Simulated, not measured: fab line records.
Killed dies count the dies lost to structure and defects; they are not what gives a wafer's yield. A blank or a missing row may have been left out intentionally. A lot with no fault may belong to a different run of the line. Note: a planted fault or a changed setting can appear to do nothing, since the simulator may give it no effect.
Which of the tools did it? ; flow gf180mcu ; 18 wafers from 6 lots sampled at 2 of the route's 602 steps

WHAT THE GAUGES SHOWED, per wafer
GF_V5_CD_MEAS_14: the cd target is 260 nm.
lot;measured;on;cdNm (nm)
L162;day 27 18:49;cdSem-02;259.1 259.2 258.9
L164;day 28 08:14;cdSem-01;259.8 261.0 260.5
L166;day 29 00:44;cdSem-02;261.7 261.3 262.8
L173;day 30 18:23;cdSem-02;259.7 259.5 258.8
L175;day 31 09:44;cdSem-01;260.2 261.2 260.1
L181;day 32 23:39;cdSem-01;260.8 261.0 260.4

WHICH TOOL RAN EACH LOT (tool, then ch and the chambers of the sampled wafers, then the start)
lot;GF_V3_SPUTTER_22
L162;pvdSputter-04, day 23 03:13
L164;pvdSputter-04, day 23 17:36
L166;pvdSputter-01, day 24 12:52
L173;pvdSputter-01, day 26 13:10
L175;pvdSputter-04, day 27 04:59
L181;pvdSputter-04, day 29 00:58
- GF_V3_SPUTTER_22: material TiN, target thk 10 nm, time 40 s.

THE ANSWER, worked out from the rows above alone
Rule: the usual values come from the lots themselves. The widest of any qualifying gaps counts: lots, ordered by their means at a reading, are off when they make up no more than a third of the lots, leave a main group of 4 or more, and stand apart from it by 3 or more times the standard deviation of that group's means. A main group whose means are all the same, to the digits that the tables above print for the reading, isn't used. Also off: a lot with no number at a reading for which 4 or more lots have one. The other lots that the step has rows for count as sound.
No lot is off at any reading shown: from this, nothing can be told.

WHAT THE SIMULATOR PUT IN
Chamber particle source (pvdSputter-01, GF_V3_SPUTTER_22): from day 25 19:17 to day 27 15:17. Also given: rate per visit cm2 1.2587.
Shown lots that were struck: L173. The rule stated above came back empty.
